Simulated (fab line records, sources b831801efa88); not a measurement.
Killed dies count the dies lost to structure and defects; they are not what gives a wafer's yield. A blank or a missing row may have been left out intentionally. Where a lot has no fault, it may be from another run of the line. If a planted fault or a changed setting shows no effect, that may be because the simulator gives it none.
One fault seen from 2 desks ; flow sky130 ; each desk holds nothing but its own numbers, with what lay behind them at the end

THE METROLOGY DESK
What the gauges read for every lot (on any tool): the sampled wafers with a number, averaged. A lot is out of limits, marked OUT, if its mean lies more than 4 standard deviations from the usual mean; the brackets give that distance.
Columns: A = LDD_N_TW at SKY_LDD_N_TW_MEAS_17, usual 2597; B = LDD_HVN_TW at SKY_LDD_HVN_TW_MEAS_10, usual 1439
lot;first seen here;A;B
L667;day 18 12:41;2622;1460
L668;day 19 02:22;2580;1410
L670;day 19 18:41;2577;1438
L671;day 20 05:58;2592;1434
L672;day 20 15:00;2628;1430
L673;day 20 19:10;2567;1469
L674;day 20 23:37;2584;1472
L675;day 21 13:38;2580;1441
L677;day 22 03:58;2619;1411
L685;day 25 03:04;2631;1464
L686;day 25 14:56;2643;1428
L687;day 25 19:28;2579;1437
L688;day 26 08:52;2588;1464
This desk's verdict: no lot among the 13 shows anything out of limits.

THE TOOL OWNER'S DESK: litho-track-01
At SKY_LDD_P_SOFTBAKE_03 (time 60 s), the tool's own readings, given per lot that ran on this tool as the mean of the sampled wafers with a number. A lot is out of limits, marked OUT, if its mean lies more than 4 standard deviations from the usual mean; the brackets give that distance.
Columns: A = heater-power-total-W at SKY_LDD_P_SOFTBAKE_03, usual 56.60 W; B = run-length-s at SKY_LDD_P_SOFTBAKE_03, usual 89.18 s
lot;first seen here;A;B
L668;day 19 17:37;56.57;89.22
L673;day 21 10:22;56.64;89.36
L674;day 21 14:38;56.61;89.31
L675;day 22 05:14;58.29 (+37) OUT;84.10 (-30) OUT
L677;day 22 18:43;58.29 (+37) OUT;84.13 (-30) OUT
This desk finds L675, L677 out of limits, L675 being first, at day 22 05:14 (heater-power-total-W at SKY_LDD_P_SOFTBAKE_03). L668, L673, L674 stayed within limits.

TAKEN TOGETHER
The tool owner's desk had the chance to raise an alarm at day 22 05:14 on L675, L677.
The metrology desk saw nothing out of limits.
The metrology desk has L675, L677 on record, within its limits.
Every lot named ran SKY_LDD_P_SOFTBAKE_03 on litho-track-01.

WHAT HAD BEEN PUT IN BY THE SIMULATOR
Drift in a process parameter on litho-track-01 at SKY_LDD_P_SOFTBAKE_03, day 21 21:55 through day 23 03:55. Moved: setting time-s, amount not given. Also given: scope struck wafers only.
Shown lots that were struck: L675, L677.
Delay in hours, fault start to first out-of-limits reading, by desk: the tool owner's desk at 7.
